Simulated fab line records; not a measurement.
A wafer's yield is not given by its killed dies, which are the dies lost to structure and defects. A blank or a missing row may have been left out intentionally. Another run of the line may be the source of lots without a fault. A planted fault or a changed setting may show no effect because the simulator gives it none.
2 desks, one fault + flow gf180mcu + what lay behind the numbers comes last; until then each desk has only its own

== METROLOGY DESK ==
Lot by lot, what the gauges showed, no matter which tool ran the lot: averages of those sampled wafers that carry a number. The brackets show how far a lot's mean lies from the usual mean; more than 4 standard deviations puts the lot out of limits, marked OUT.
Columns: A = V2_BOW at GF_V2_BOW_MEAS_05, usual 100 um; B = V4_CVD_02_THK at GF_V4_THK_MEAS_03, usual 846 nm; C = cdNm at GF_V4_CD_MEAS_14, usual 260.3 nm
| lot  | first seen here | A   | B              | C     |
|------|-----------------|-----|----------------|-------|
| L845 | day 20 06:16    | 106 | 843            | 259.4 |
| L846 | day 20 20:31    | 103 | 836            | 259.0 |
| L847 | day 21 04:55    | 94  | 848            | 260.9 |
| L848 | day 21 11:20    | 92  | 844            | 261.0 |
| L849 | day 22 07:01    | 97  | 828            | 260.6 |
| L850 | day 22 10:47    | 96  | 782 (-5.3) OUT | 260.2 |
| L853 | day 23 09:43    | 96  | 809            | 261.3 |
| L859 | day 25 16:20    | 95  | 868            | 261.4 |
| L860 | day 25 17:32    | 104 | 850            | 261.0 |
| L861 | day 25 21:17    | 101 | 848            | 261.3 |
| L863 | day 26 16:16    | 103 | 829            | 260.6 |
| L864 | day 26 16:59    | 109 | 850            | 259.6 |
This desk's result: L850 out of limits, first on L850 (V4_CVD_02_THK at GF_V4_THK_MEAS_03), day 26 15:11. L845, L846, L847, L848, L849, L853, L859, L860, L861, L863, L864 stayed within limits.

== TOOL OWNER'S DESK, pecvd-03 ==
The tool's own readings at GF_V4_CVD_02 (deposits SiO2 from TEOS, target thk 850 nm, time 94.851 s): means of the sampled wafers that have a number, for each lot that ran on this tool. The brackets show how far a lot's mean lies from the usual mean; more than 4 standard deviations puts the lot out of limits, marked OUT.
Columns: A = heaterPowerW at GF_V4_CVD_02, usual 677 W
| lot  | first seen here | A   |
|------|-----------------|-----|
| L847 | day 25 03:57    | 653 |
| L849 | day 26 04:07    | 604 |
| L850 | day 26 15:07    | 692 |
| L853 | day 27 12:35    | 758 |
This desk's finding: nothing out of limits on any of the 4 lots.

== ALL TOGETHER ==
At day 26 15:11 the metrology desk could have sounded an alarm, on L850.
The desk of the tool owner found nothing out of limits.
On record at the tool owner's desk: L850, within its limits.
On pecvd-03, each named lot ran GF_V4_CVD_02.

== WHAT HAD BEEN PUT IN BY THE SIMULATOR ==
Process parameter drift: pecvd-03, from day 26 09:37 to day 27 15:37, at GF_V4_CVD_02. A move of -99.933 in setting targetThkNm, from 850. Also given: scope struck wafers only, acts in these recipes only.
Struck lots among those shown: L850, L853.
Delay in hours, fault start to first out-of-limits reading, per desk: metrology desk 6.
